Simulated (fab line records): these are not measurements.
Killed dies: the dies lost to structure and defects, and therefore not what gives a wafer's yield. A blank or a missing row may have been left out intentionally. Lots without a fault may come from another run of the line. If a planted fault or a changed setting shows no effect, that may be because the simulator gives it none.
Which tool was responsible? :: flow gf180mcu :: Sampling: 13 lots, 39 wafers, 6 of 602 route steps

## WHAT EACH GAUGE READ, for each wafer
GF_STI_CD_MEAS_12: the cd target is 220 nm. Usual: cd_nm 220.5 nm, standard deviation 1.3.
lot: L642
measured: day 2 01:29
on: cd_sem-02
cd_nm (nm): 219.7 219.3 217.7
flag: 

lot: L645
measured: day 2 17:24
on: cd_sem-01
cd_nm (nm): 219.0 219.3 218.7
flag: 

lot: L647
measured: day 3 03:06
on: cd_sem-01
cd_nm (nm): 222.9 221.9 222.4
flag: 

lot: L648
measured: day 3 08:41
on: cd_sem-01
cd_nm (nm): 219.5 219.4 219.6
flag: 

lot: L651
measured: day 3 23:08
on: cd_sem-02
cd_nm (nm): 219.0 219.9 219.8
flag: 

lot: L652
measured: day 4 05:45
on: cd_sem-01
cd_nm (nm): 221.5 222.3 222.3
flag: 

lot: L653
measured: day 4 10:41
on: cd_sem-02
cd_nm (nm): 220.3 219.9 220.3
flag: 

lot: L656
measured: day 5 01:34
on: cd_sem-02
cd_nm (nm): 220.7 221.9 220.5
flag: 

lot: L658
measured: day 5 11:27
on: cd_sem-01
cd_nm (nm): 221.0 219.4 219.6
flag: 

lot: L659
measured: day 5 16:42
on: cd_sem-02
cd_nm (nm): 222.0 221.9 220.5
flag: 

lot: L660
measured: day 5 22:47
on: cd_sem-01
cd_nm (nm): 218.9 221.8 220.2
flag: 

lot: L663
measured: day 6 13:57
on: cd_sem-01
cd_nm (nm): 219.1 219.8 218.6
flag: 

lot: L664
measured: day 6 18:47
on: cd_sem-02
cd_nm (nm): 222.2 222.3 222.9
flag: 

GF_NWELL_TW_MEAS_11. Usual: NWELL_TW gives 1563 (standard deviation 10).
lot: L642
measured: day 3 07:54
on: film_metro-02
NWELL_TW: 1564 1567 1555
flag: 

lot: L645
measured: day 4 00:09
on: film_metro-02
NWELL_TW: 1552 1550 1549
flag: 

lot: L647
measured: day 4 10:47
on: film_metro-02
NWELL_TW: 1557 1564 1559
flag: 

lot: L648
measured: day 4 18:25
on: film_metro-04
NWELL_TW: 1569 1574 1570
flag: 

lot: L651
measured: day 5 08:01
on: film_metro-04
NWELL_TW: 1740 1734 1730
flag: OFF

lot: L652
measured: day 5 16:04
on: film_metro-02
NWELL_TW: 1728 1719 1732
flag: OFF

lot: L653
measured: day 5 20:20
on: film_metro-04
NWELL_TW: 1727 1737 1740
flag: OFF

lot: L656
measured: day 6 12:13
on: film_metro-01
NWELL_TW: 1551 1547 1549
flag: 

lot: L658
measured: day 7 00:08
on: film_metro-04
NWELL_TW: 1584 1581 1586
flag: 

lot: L659
measured: day 7 05:53
on: film_metro-01
NWELL_TW: 1564 1567 1556
flag: 

lot: L660
measured: day 7 11:01
on: film_metro-02
NWELL_TW: 1558 1566 1562
flag: 

lot: L663
measured: day 8 03:28
on: film_metro-02
NWELL_TW: 1568 1573 1567
flag: 

lot: L664
measured: day 8 09:07
on: film_metro-02
NWELL_TW: 1568 1563 1572
flag: 

GF_VT_IMPLANT_RS_MEAS_47: measures by four-point-probe. Usual: NWELL_RS gives 488.0 ohm/sq (standard deviation 1.3).
lot: L642
measured: day 7 13:25
on: film_metro-02
NWELL_RS (ohm/sq): 487.9 487.9 487.1
flag: 

lot: L645
measured: day 8 10:47
on: film_metro-02
NWELL_RS (ohm/sq): 488.2 490.0 489.3
flag: 

lot: L647
measured: day 8 23:41
on: film_metro-02
NWELL_RS (ohm/sq): 488.1 486.8 488.1
flag: 

lot: L648
measured: day 9 08:39
on: film_metro-04
NWELL_RS (ohm/sq): 488.0 485.8 485.5
flag: 

lot: L651
measured: day 10 01:01
on: film_metro-01
NWELL_RS (ohm/sq): 636.3 636.2 636.2
flag: OFF

lot: L652
measured: day 10 11:12
on: film_metro-04
NWELL_RS (ohm/sq): 633.9 634.7 635.4
flag: OFF

lot: L653
measured: day 10 17:46
on: film_metro-01
NWELL_RS (ohm/sq): 635.0 635.8 634.9
flag: OFF

lot: L656
measured: day 11 12:46
on: film_metro-02
NWELL_RS (ohm/sq): 488.0 489.4 487.7
flag: 

lot: L658
measured: day 12 03:06
on: film_metro-01
NWELL_RS (ohm/sq): 488.9 490.7 488.8
flag: 

lot: L659
measured: day 12 10:22
on: film_metro-01
NWELL_RS (ohm/sq): 486.8 488.0 488.3
flag: 

lot: L660
measured: day 12 16:17
on: film_metro-01
NWELL_RS (ohm/sq): 489.2 488.4 489.1
flag: 

lot: L663
measured: day 13 11:50
on: film_metro-01
NWELL_RS (ohm/sq): 488.9 488.3 487.9
flag: 

lot: L664
measured: day 13 19:40
on: film_metro-01
NWELL_RS (ohm/sq): 484.4 486.5 485.5
flag: 

## TOOL THAT RAN EACH LOT (tool first, then ch and the chambers of the sampled wafers, then the start)
lot: L642
GF_NWELL_IMPLANT_08: implanter-02 ch 0, day 3 07:32
GF_MVPSD_STRIP_10: plasma_asher-04 ch 0,1, day 5 00:16
GF_VT_IMPLANT_STRIP_20: plasma_asher-02 ch 0,1, day 6 05:51

lot: L645
GF_NWELL_IMPLANT_08: implanter-01 ch 0, day 3 23:46
GF_MVPSD_STRIP_10: plasma_asher-01 ch 0,1, day 5 18:22
GF_VT_IMPLANT_STRIP_20: plasma_asher-04 ch 0, day 7 01:14

lot: L647
GF_NWELL_IMPLANT_08: implanter-01 ch 0, day 4 10:23
GF_MVPSD_STRIP_10: plasma_asher-03 ch 0,1, day 6 06:05
GF_VT_IMPLANT_STRIP_20: plasma_asher-04 ch 0,1, day 7 13:37

lot: L648
GF_NWELL_IMPLANT_08: implanter-01 ch 0, day 4 18:01
GF_MVPSD_STRIP_10: plasma_asher-03 ch 0, day 6 15:26
GF_VT_IMPLANT_STRIP_20: plasma_asher-01 ch 0,1, day 7 23:10

lot: L651
GF_NWELL_IMPLANT_08: implanter-01 ch 0, day 5 07:37
GF_MVPSD_STRIP_10: plasma_asher-03 ch 0,1, day 7 05:47
GF_VT_IMPLANT_STRIP_20: plasma_asher-01 ch 1, day 8 13:49

lot: L652
GF_NWELL_IMPLANT_08: implanter-01 ch 0, day 5 15:40
GF_MVPSD_STRIP_10: plasma_asher-04 ch 0,1, day 7 14:32
GF_VT_IMPLANT_STRIP_20: plasma_asher-01 ch 0,1, day 8 23:41

lot: L653
GF_NWELL_IMPLANT_08: implanter-01 ch 0, day 5 19:56
GF_MVPSD_STRIP_10: plasma_asher-04 ch 0, day 7 19:55
GF_VT_IMPLANT_STRIP_20: plasma_asher-02 ch 0,1, day 9 05:40

lot: L656
GF_NWELL_IMPLANT_08: implanter-04 ch 0, day 6 11:50
GF_MVPSD_STRIP_10: plasma_asher-04 ch 0, day 8 12:22
GF_VT_IMPLANT_STRIP_20: plasma_asher-02 ch 0,1, day 9 23:16

lot: L658
GF_NWELL_IMPLANT_08: implanter-02 ch 0, day 6 23:46
GF_MVPSD_STRIP_10: plasma_asher-01 ch 0,1, day 9 01:41
GF_VT_IMPLANT_STRIP_20: plasma_asher-01 ch 0,1, day 10 13:34

lot: L659
GF_NWELL_IMPLANT_08: implanter-02 ch 0, day 7 05:29
GF_MVPSD_STRIP_10: plasma_asher-04 ch 0,1, day 9 07:47
GF_VT_IMPLANT_STRIP_20: plasma_asher-01 ch 0,1, day 10 19:05

lot: L660
GF_NWELL_IMPLANT_08: implanter-02 ch 0, day 7 10:38
GF_MVPSD_STRIP_10: plasma_asher-03 ch 0,1, day 9 13:52
GF_VT_IMPLANT_STRIP_20: plasma_asher-04 ch 0,1, day 11 01:50

lot: L663
GF_NWELL_IMPLANT_08: implanter-01 ch 0, day 8 03:05
GF_MVPSD_STRIP_10: plasma_asher-01 ch 0,1, day 10 08:02
GF_VT_IMPLANT_STRIP_20: plasma_asher-01 ch 0,1, day 11 20:46

lot: L664
GF_NWELL_IMPLANT_08: implanter-04 ch 0, day 8 08:43
GF_MVPSD_STRIP_10: plasma_asher-04 ch 0,1, day 10 14:23
GF_VT_IMPLANT_STRIP_20: plasma_asher-01 ch 0,1, day 12 03:50
- GF_NWELL_IMPLANT_08
- GF_MVPSD_STRIP_10: strips in O2/N2.
- GF_VT_IMPLANT_STRIP_20: strips in O2/N2.

## AS READ BY THE TOOLS THEMSELVES (means over the sampled wafers that have a number; for cases with no such wafer, the mark the record gives instead)
GF_NWELL_IMPLANT_08. Usual: tilt_deg -0.001 degrees, standard deviation 0.019.
lot: L642
tool: implanter-02
tilt_deg (degrees): -0.009
flag: 

lot: L645
tool: implanter-01
tilt_deg (degrees): -0.007
flag: 

lot: L647
tool: implanter-01
tilt_deg (degrees): 0.005
flag: 

lot: L648
tool: implanter-01
tilt_deg (degrees): -0.011
flag: 

lot: L651
tool: implanter-01
tilt_deg (degrees): 3.492
flag: OFF

lot: L652
tool: implanter-01
tilt_deg (degrees): 3.490
flag: OFF

lot: L653
tool: implanter-01
tilt_deg (degrees): 3.483
flag: OFF

lot: L656
tool: implanter-04
tilt_deg (degrees): 0.019
flag: 

lot: L658
tool: implanter-02
tilt_deg (degrees): -0.016
flag: 

lot: L659
tool: implanter-02
tilt_deg (degrees): -0.008
flag: 

lot: L660
tool: implanter-02
tilt_deg (degrees): 0.026
flag: 

lot: L663
tool: implanter-01
tilt_deg (degrees): -0.002
flag: 

lot: L664
tool: implanter-04
tilt_deg (degrees): 0.020
flag: 

GF_MVPSD_STRIP_10. Usual: drypump_motor_current_A 5.51 A, standard deviation 0.3; heater_power_w 329 W, standard deviation 15; oes_product_au 0.722 a.u., standard deviation 0.0044; strip_time_to_endpoint_s 36.96 s, standard deviation 0.098.
lot: L642
tool: plasma_asher-04
drypump_motor_current_A (A): 5.57
heater_power_w (W): 357
oes_product_au (a.u.): 0.728
strip_time_to_endpoint_s (s): 36.98
flag: 

lot: L645
tool: plasma_asher-01
drypump_motor_current_A (A): 5.28
heater_power_w (W): 325
oes_product_au (a.u.): 0.723
strip_time_to_endpoint_s (s): 36.99
flag: 

lot: L647
tool: plasma_asher-03
drypump_motor_current_A (A): 5.45
heater_power_w (W): 322
oes_product_au (a.u.): 0.725
strip_time_to_endpoint_s (s): 36.96
flag: 

lot: L648
tool: plasma_asher-03
drypump_motor_current_A (A): 5.22
heater_power_w (W): 324
oes_product_au (a.u.): 0.720
strip_time_to_endpoint_s (s): 37.08
flag: 

lot: L651
tool: plasma_asher-03
drypump_motor_current_A (A): 5.45
heater_power_w (W): 320
oes_product_au (a.u.): 0.720
strip_time_to_endpoint_s (s): 36.82
flag: 

lot: L652
tool: plasma_asher-04
drypump_motor_current_A (A): 5.47
heater_power_w (W): 350
oes_product_au (a.u.): 0.721
strip_time_to_endpoint_s (s): 37.02
flag: 

lot: L653
tool: plasma_asher-04
drypump_motor_current_A (A): 5.66
heater_power_w (W): 326
oes_product_au (a.u.): 0.725
strip_time_to_endpoint_s (s): 36.98
flag: 

lot: L656
tool: plasma_asher-04
drypump_motor_current_A (A): 5.70
heater_power_w (W): 327
oes_product_au (a.u.): 0.725
strip_time_to_endpoint_s (s): 36.89
flag: 

lot: L658
tool: plasma_asher-01
drypump_motor_current_A (A): 5.47
heater_power_w (W): 323
oes_product_au (a.u.): 0.720
strip_time_to_endpoint_s (s): 36.95
flag: 

lot: L659
tool: plasma_asher-04
drypump_motor_current_A (A): 5.57
heater_power_w (W): 339
oes_product_au (a.u.): 0.721
strip_time_to_endpoint_s (s): 37.00
flag: 

lot: L660
tool: plasma_asher-03
drypump_motor_current_A (A): 5.73
heater_power_w (W): 313
oes_product_au (a.u.): 0.718
strip_time_to_endpoint_s (s): 36.99
flag: 

lot: L663
tool: plasma_asher-01
drypump_motor_current_A (A): 5.29
heater_power_w (W): 329
oes_product_au (a.u.): 0.722
strip_time_to_endpoint_s (s): 37.07
flag: 

lot: L664
tool: plasma_asher-04
drypump_motor_current_A (A): 5.47
heater_power_w (W): 345
oes_product_au (a.u.): 0.726
strip_time_to_endpoint_s (s): 37.07
flag: 

GF_VT_IMPLANT_STRIP_20. Usual: drypump_motor_current_A 5.7 A, standard deviation 0.51; heater_power_w 341 W, standard deviation 20; oes_product_au 0.716 a.u., standard deviation 0.0044; strip_time_to_endpoint_s 12.63 s, standard deviation 0.041.
lot: L642
tool: plasma_asher-02
drypump_motor_current_A (A): 6.3
heater_power_w (W): 352
oes_product_au (a.u.): 0.719
strip_time_to_endpoint_s (s): 12.62
flag: 

lot: L645
tool: plasma_asher-04
drypump_motor_current_A (A): 5.7
heater_power_w (W): 328
oes_product_au (a.u.): 0.710
strip_time_to_endpoint_s (s): 12.60
flag: 

lot: L647
tool: plasma_asher-04
drypump_motor_current_A (A): 5.6
heater_power_w (W): 340
oes_product_au (a.u.): 0.713
strip_time_to_endpoint_s (s): 12.63
flag: 

lot: L648
tool: plasma_asher-01
drypump_motor_current_A (A): 5.5
heater_power_w (W): 320
oes_product_au (a.u.): 0.717
strip_time_to_endpoint_s (s): 12.64
flag: 

lot: L651
tool: plasma_asher-01
drypump_motor_current_A (A): 5.1
heater_power_w (W): 338
oes_product_au (a.u.): 0.717
strip_time_to_endpoint_s (s): 12.68
flag: 

lot: L652
tool: plasma_asher-01
drypump_motor_current_A (A): 5.3
heater_power_w (W): 334
oes_product_au (a.u.): 0.714
strip_time_to_endpoint_s (s): 12.63
flag: 

lot: L653
tool: plasma_asher-02
drypump_motor_current_A (A): 5.9
heater_power_w (W): 368
oes_product_au (a.u.): 0.713
strip_time_to_endpoint_s (s): 12.66
flag: 

lot: L656
tool: plasma_asher-02
drypump_motor_current_A (A): 6.3
heater_power_w (W): 352
oes_product_au (a.u.): 0.715
strip_time_to_endpoint_s (s): 12.67
flag: 

lot: L658
tool: plasma_asher-01
drypump_motor_current_A (A): 5.3
heater_power_w (W): 330
oes_product_au (a.u.): 0.717
strip_time_to_endpoint_s (s): 12.63
flag: 

lot: L659
tool: plasma_asher-01
drypump_motor_current_A (A): 5.3
heater_power_w (W): 328
oes_product_au (a.u.): 0.717
strip_time_to_endpoint_s (s): 12.65
flag: 

lot: L660
tool: plasma_asher-04
drypump_motor_current_A (A): 5.5
heater_power_w (W): 342
oes_product_au (a.u.): 0.718
strip_time_to_endpoint_s (s): 12.67
flag: 

lot: L663
tool: plasma_asher-01
drypump_motor_current_A (A): 5.3
heater_power_w (W): 332
oes_product_au (a.u.): 0.723
strip_time_to_endpoint_s (s): 12.60
flag: 

lot: L664
tool: plasma_asher-01
drypump_motor_current_A (A): 5.3
heater_power_w (W): 330
oes_product_au (a.u.): 0.720
strip_time_to_endpoint_s (s): 12.67
flag: 

## THE ANSWER, worked out from the rows above alone
Rule: take the mean of a lot's wafers that have a number; if it is more than 3 standard deviations from the usual mean, the lot is off. Also off: a lot with no number at a reading for which 4 or more lots have one. Where the step has rows for the other lots, those lots are counted as sound. Order of review: gauges by route order, followed by the tools' own readings, for which a lot's mean as printed above is used. At the first step where some lot is off, the reading lying furthest off is the one used; lots without a number count as furthest.
Off: L651, L652, L653, seen at GF_NWELL_TW_MEAS_11 (NWELL_TW).
A tool fits if, at a process step before that reading, it ran every lot that is off, and no sound lot after the first of them. The gauges at GF_NWELL_TW_MEAS_11 aren't tried: what is off there is off at GF_NWELL_IMPLANT_08 too, on other tools, and a gauge's error can't cause that. None of those tried fits.

## WHAT HAD BEEN PUT IN BY THE SIMULATOR
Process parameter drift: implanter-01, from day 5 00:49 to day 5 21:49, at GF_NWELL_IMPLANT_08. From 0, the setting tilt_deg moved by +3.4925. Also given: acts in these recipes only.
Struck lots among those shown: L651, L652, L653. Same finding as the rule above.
